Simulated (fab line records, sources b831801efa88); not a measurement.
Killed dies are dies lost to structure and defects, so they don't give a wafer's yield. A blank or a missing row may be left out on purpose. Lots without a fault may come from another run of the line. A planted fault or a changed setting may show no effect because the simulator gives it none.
A struck lot beside a sound one | flow sky130 | 16 steps out of a route of 708
Sound: wafers L355.2, L355.4, L355.6. Struck: wafer L366.1. (L366.2, L366.6 of the same lot were not struck and are left out.) The cause comes at the end.
At each step with rows: each side's tool, then ch and its chambers, then its first start. Under that, the readings that differ: sound wafers | struck wafers | difference of the means | sigmas: that difference in standard deviations of wafers without a fault.
alike: readings whose means differ by less than 2 such deviations, and words and numbers that are the same on both sides. not compared: withheld readings, readings that some wafer has no value for, bounds like >300 that may hide the same value, and numbers for which the record gives no deviation and whose values overlap.
The two part at a step that has a row with sigmas, a row that says differs or no value, or rows on one side only. Numbers that don't overlap but have no deviation are shown without sigmas and don't part them. A reading that every wafer of one side lacks parts them only if that side has two wafers or more.

first, 8 steps without rows for these wafers: SKY_POLY_GATE_DEHYDRATE_05 (time 60 s); SKY_POLY_GATE_HMDS_06 (prime time 60 s); SKY_POLY_GATE_COAT_07 (resist thk 110 nm); SKY_POLY_GATE_COAT_08 (resist thk 450 nm); SKY_POLY_GATE_SOFTBAKE_09 (time 90 s); SKY_POLY_GATE_EXPOSE_10 (exposes mask P1M, target cd 150 nm); SKY_POLY_GATE_PEB_11; SKY_POLY_GATE_DEVELOP_12 (develop time 60 s).
SKY_POLY_GATE_CD_MEAS_13: target cd 150 nm.
  sound on cd_sem-02, day 19 18:38; struck on cd_sem-02, day 23 21:13
  alike: cd_nm
SKY_POLY_GATE_OVL_MEAS_14:
  sound on overlay-02, day 19 18:45; struck on overlay-01, day 23 21:20
  reading            | sound      | struck | difference | sigmas
  POLY_GATE_OVL (nm) | -11 -10 -7 | 1      | +10        | +2
SKY_POLY_GATE_ETCH_15: etches BARC in N2/H2, stops on SiO2, time 118.5 s, target depth 110 nm.
  sound on rie_diel-04 ch 0,2,3, day 19 18:47; struck on rie_diel-04 ch 1, day 23 21:23
  alike: bias_w, chamber_pressure_mTorr, drypump_motor_current_A, oes_product_au, rf_fwd_power_W, throttle_valve_pct
  not compared: rf_hours_counter_h
SKY_POLY_GATE_ETCH_16: etches Si3N4 in CH3F/O2, stops on poly-Si, time 147.5 s, target depth 75 nm.
  sound on rie_diel-04 ch 0,2,3, day 19 18:52; struck on rie_diel-04 ch 1, day 23 21:28
  alike: bias_w, ch3f_flow_sccm, chamber_pressure_mTorr, drypump_motor_current_A, oes_product_au, rf_fwd_power_W, throttle_valve_pct
  not compared: rf_hours_counter_h
SKY_POLY_GATE_ETCH_17: etches poly-Si in HBr/Cl2, stops on SiO2, target depth 180 nm, time 70.5 s.
  sound on rie_si-02 ch 0,3, day 19 18:58; struck on rie_si-01 ch 0, day 23 21:34
  reading                                          | sound              | struck | difference | sigmas
  bias_w (W)                                       | 99.70 99.41 100.14 | 117.93 | +18.18     | +70
  model.KrF-thick_of_POLY_GATE_COAT_08.thk_nm (nm) | 136.8 140.7 138.7  | 133.5  | -5.2       |
  model.SiO2_of_SONOS_ONO_CVD_04.thk_nm (nm)       | 4.037 4.124 4.073  | 3.968  | -0.110     |
  alike: HBr_flow_sccm, chamber_pressure_mTorr, drypump_motor_current_A, oes_product_au, rf_fwd_power_W, throttle_valve_pct
  not compared: rf_hours_counter_h
SKY_POLY_GATE_STRIP_18: strips in O2/N2.
  sound on plasma_asher-01 ch 0,1, day 19 19:01; struck on plasma_asher-01 ch 1, day 23 21:37
  reading                      | sound             | struck | difference | sigmas
  strip_time_to_endpoint_s (s) | 3.136 3.177 3.149 | 3.093  | -0.061     | -2
  alike: chamber_pressure_mTorr, drypump_motor_current_A, oes_product_au
  not compared: rf_hours_counter_h
then, 1 step without rows for these wafers: SKY_POLY_GATE_CLEAN_19 (cleans in SC1/SC2, time 150 s).
-- the record jumps here: 27 days lie between the struck wafers' starts before and after (it left off in module POLY_GATE and takes up again in module PAD_OPEN, whose first step shown is number 708 of the route) --
SKY_PAD_OPEN_PROBE_99:
  sound on prober-02, day 48 03:34; struck on prober-01, day 50 11:03
  reading            | sound    | struck | difference | sigmas
  killed_at_contacts | 21 28 22 | 13     | -11        | -2
  killed_at_other    | 0 0 0    | 1      | +1         | +2
  alike: killed_at_M0_to_M3, killed_at_M4_up, killed_at_front_end, killed_dies, killed_open, killed_short

WHERE THEY PART
First at SKY_POLY_GATE_OVL_MEAS_14; last, within this record, at SKY_PAD_OPEN_PROBE_99.

WHY: what the simulator had put in
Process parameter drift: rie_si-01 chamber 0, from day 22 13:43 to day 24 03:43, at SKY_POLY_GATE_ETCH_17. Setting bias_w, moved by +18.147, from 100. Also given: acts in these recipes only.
